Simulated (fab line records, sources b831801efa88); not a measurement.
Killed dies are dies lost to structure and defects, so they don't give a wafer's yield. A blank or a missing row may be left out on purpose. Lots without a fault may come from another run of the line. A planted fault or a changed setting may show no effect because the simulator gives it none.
fab line records | flow sky130
record lots=5 wafers=15 last_day=50
route steps=708 shown NWELL@74
lots that met no fault: from a run of the same line without faults
start_h: hours from the record's first day to the start of the lot's first wafer shown | wait_h: hours since the lot's step before | " the same as in the row above | L1.1+2: a row that stands for several wafers | - no value, or no start given | * or withheld: withheld | < > ~ a bound
route shown NAME@n: a module of which the file shows steps, and the number in the route of the first | usual: mean/standard deviation of fault-free wafers | same: alike in all rows | chamber/n: place in a boat | sites: the reading at each site | _std_site: their standard deviation | _edge_site: outer sites' mean less inner sites' | radius_mm: how far each site lies from the wafer's centre | mask NAME#n: copy n | behind: the tool/chamber that last shaped the wafer | hold: why the lot was held/for how many hours/how that ended | device: the transistor (n, p or np) that didn't switch | end of line: the same wafers' tests at the end of the route | a step without rows: its recipe alone | killed: dies lost to structure and defects at the first sort, not the wafer's yield | map: a wafer's dies, x killed, . not, _ none there
set.NAME: the setting as run; set.NAME@STEP: as run at that earlier step | model.NAME: the simulator's own value behind a step, which no gauge read
lots at some steps of the route; a table a step, a row a wafer
services: from which hour (start_h, from the record's first day; less than 0 if before it) a tool's chamber was out of use, for how many hours, and why
## steps
# step SKY_NWELL_PEB_21
# recipe temp_c=115 time_s=withheld
# usual chill_plate_temp_C=23.02/0.097 exhaust_pa=45.0/0.97 plate_temp_C=114.98/0.13 resist_line_temp_C=22.99/0.11
# columns lot.wafer tool chamber start_h wait_h chill_plate_temp_C exhaust_pa plate_temp_C resist_line_temp_C
L084.1 litho_track-02 0 - - 23.04 45.1 115.15 23.02
L084.5 " 0 " " 22.97 45.0 114.96 23.00
L084.6 " 0 " " 23.06 44.4 115.04 22.93
L086.2 litho_track-01 0 - - 22.99 46.2 114.99 22.95
L086.3 " 0 " " 23.15 45.5 115.00 23.07
L086.6 " 0 " " 23.09 46.9 114.96 22.81
L088.1 litho_track-01 0 - - 22.99 43.9 115.14 22.80
L088.4 " 0 " " 23.02 43.2 115.03 23.13
L088.5 " 0 " " 22.93 44.2 115.01 23.02
L091.1 litho_track-03 0 - - 23.16 44.3 114.99 23.00
L091.4 " 0 " " 23.04 43.7 115.02 22.79
L091.6 " 0 " " 22.94 44.6 115.05 22.74
L097.3 litho_track-02 0 - - 23.12 44.7 115.09 23.04
L097.4 " 0 " " 22.95 45.8 114.90 23.16
L097.6 " 0 " " 23.02 44.4 115.05 22.97
# step SKY_NWELL_DEVELOP_22
# recipe wall_angle_deg=90 developer=TMAH develop_time_s=60 dev_temp_c=23
# usual chill_plate_temp_C=22.99/0.1 developer_temp_C=22.99/0.1 exhaust_pa=45.1/0.84 resist_line_temp_C=23.00/0.1
# same develop_time_s=60
# columns lot.wafer tool chamber start_h wait_h chill_plate_temp_C developer_temp_C exhaust_pa resist_line_temp_C
L084.1 litho_track-02 0 - - 22.91 23.10 46.1 22.89
L084.5 " 0 " " 22.86 23.13 45.7 22.86
L084.6 " 0 " " 22.86 23.10 45.6 22.89
L086.2 litho_track-01 0 - - 23.27 22.79 44.0 23.12
L086.3 " 0 " " 23.04 22.80 45.6 22.96
L086.6 " 0 " " 23.05 22.88 44.6 22.94
L088.1 litho_track-01 0 - - 23.04 23.04 45.1 22.97
L088.4 " 0 " " 23.01 22.95 46.3 23.01
L088.5 " 0 " " 22.87 22.97 44.7 23.00
L091.1 litho_track-03 0 - - 23.04 23.02 44.9 23.02
L091.4 " 0 " " 23.10 23.07 45.0 22.89
L091.6 " 0 " " 23.04 23.15 46.3 23.02
L097.3 litho_track-02 0 - - 22.83 23.23 45.5 22.94
L097.4 " 0 " " 22.96 23.11 46.6 23.10
L097.6 " 0 " " 22.92 23.02 46.5 23.01
# step SKY_NWELL_OVL_MEAS_23
# usual NWELL_01_OVL=0.8/1.4
# columns lot.wafer tool chamber start_h wait_h NWELL_01_OVL[nm]
L084.1 overlay-02 - 169.93 - 4.2
L084.5 " - " " 4.1
L084.6 " - " " 4.2
L086.2 overlay-02 - 180.40 - 1.5
L086.3 " - " " -0.4
L086.6 " - " " -1.3
L088.1 overlay-02 - 190.15 - -0.2
L088.4 " - " " 3.1
L088.5 " - " " 1.1
L091.1 overlay-01 - 205.75 - 3.4
L091.4 " - " " 0.1
L091.6 " - " " 2.3
L097.3 overlay-01 - 243.04 - -1.1
L097.4 " - " " -0.7
L097.6 " - " " -0.9
# step SKY_NWELL_IMPLANT_24
# recipe species=B energy_kev=140 dose_cm2=9.2e+12 tilt_deg=withheld
# columns lot.wafer tool chamber start_h wait_h
L084.1+5+6 implanter-04 0 169.97 0.0
L086.2+3+6 implanter-04 0 180.46 0.0
L088.1+4+5 implanter-02 0 190.18 0.0
L091.1+4+6 implanter-02 0 205.79 0.0
L097.3+4+6 implanter-03 0 243.12 0.1
# step SKY_NWELL_STRIP_25
# recipe chemistry=O2/N2 power_w=1400 pressure_mtorr=1500 platen_temp_c=withheld o2_flow_sccm=3000 n2_flow_sccm=300 overash_fraction=0.5
# usual chamber_pressure_mTorr=1499.9/1.4 drypump_motor_current_A=5.6/0.58 oes_product_au=0.722/0.0049 strip_time_to_endpoint_s=36.90/0.096
# columns lot.wafer tool chamber start_h wait_h chamber_pressure_mTorr drypump_motor_current_A oes_product_au rf_hours_counter_h strip_time_to_endpoint_s
L084.1 plasma_asher-02 1 170.12 0.1 1498.6 5.7 0.720 46 36.64
L084.5 " 0 " " 1498.8 6.6 0.722 - 36.66
L084.6 " 1 " " 1501.7 5.8 0.720 - 36.76
L086.2 plasma_asher-04 0 180.58 0.1 1500.6 5.6 0.724 38 36.77
L086.3 " 0 " " 1501.5 5.6 0.718 - 36.82
L086.6 " 1 " " 1500.5 6.0 0.717 - 36.83
L088.1 plasma_asher-04 0 190.33 0.1 1502.4 5.7 0.727 39 36.93
L088.4 " 1 " " 1500.6 6.0 0.717 - 36.88
L088.5 " 1 " " 1499.9 6.0 0.717 - 37.00
L091.1 plasma_asher-04 1 205.94 0.1 1499.6 6.0 0.716 40 36.88
L091.4 " 0 " " 1502.2 5.6 0.725 - 36.87
L091.6 " 0 " " 1500.8 5.7 0.716 - 36.94
L097.3 plasma_asher-02 1 243.25 0.1 1499.8 5.8 0.720 - 37.03
L097.4 " 0 " " 1499.7 6.6 0.716 - 36.92
L097.6 " 0 " " 1498.1 6.5 0.728 - 36.96
# step SKY_NWELL_TW_MEAS_26
# usual NWELL_2_TW=497/5.5
# columns lot.wafer tool chamber start_h wait_h NWELL_2_TW
L084.1 film_metro-04 - 170.22 0.1 490
L084.5 " - " " 493
L084.6 " - " " 491
L086.2 film_metro-01 - 180.69 0.1 505
L086.3 " - " " 503
L086.6 " - " " 505
L088.1 film_metro-01 - 190.43 0.1 504
L088.4 " - " " 503
L088.5 " - " " 503
L091.1 film_metro-03 - 206.04 0.1 501
L091.4 " - " " 499
L091.6 " - " " 498
L097.3 film_metro-04 - 243.34 0.1 488
L097.4 " - " " 487
L097.6 " - " " 489
# step SKY_NWELL_CLEAN_27
# recipe chemistry=SC1/SC2 mix=1:4:20 temp_c=70 time_s=150 dry=n2_spin
# usual temp_c=69.99/0.1
# columns lot.wafer tool chamber start_h wait_h temp_c
L084.1 wet_bench-02 2 170.28 0.1 70.06
L084.5 " 2 " " 69.94
L084.6 " 2 " " 69.88
L086.2 wet_bench-02 3 180.74 0.0 69.91
L086.3 " 3 " " 69.97
L086.6 " 3 " " 70.08
L088.1 wet_bench-01 0 190.49 0.1 69.91
L088.4 " 0 " " 69.97
L088.5 " 0 " " 69.87
L091.1 wet_bench-02 0 206.10 0.1 70.10
L091.4 " 0 " " 69.99
L091.6 " 0 " " 69.86
L097.3 wet_bench-01 0 243.38 0.0 69.91
L097.4 " 0 " " 69.86
L097.6 " 0 " " 70.17
## services
# columns tool chamber start_h hours kind
implanter-04 - 146.79 3.5 pm
implanter-04 - 159.03 2.7 pm
implanter-02 - 168.80 2.5 pm
plasma_asher-04 - 187.54 1.2 repair
plasma_asher-04 - 192.15 0.5 repair
wet_bench-01 - 199.35 5.0 repair
implanter-03 - 202.55 3.5 repair
litho_track-03 - 205.38 - consumable_replace:filter
plasma_asher-02 - 227.51 12.0 repair
## key
fault none
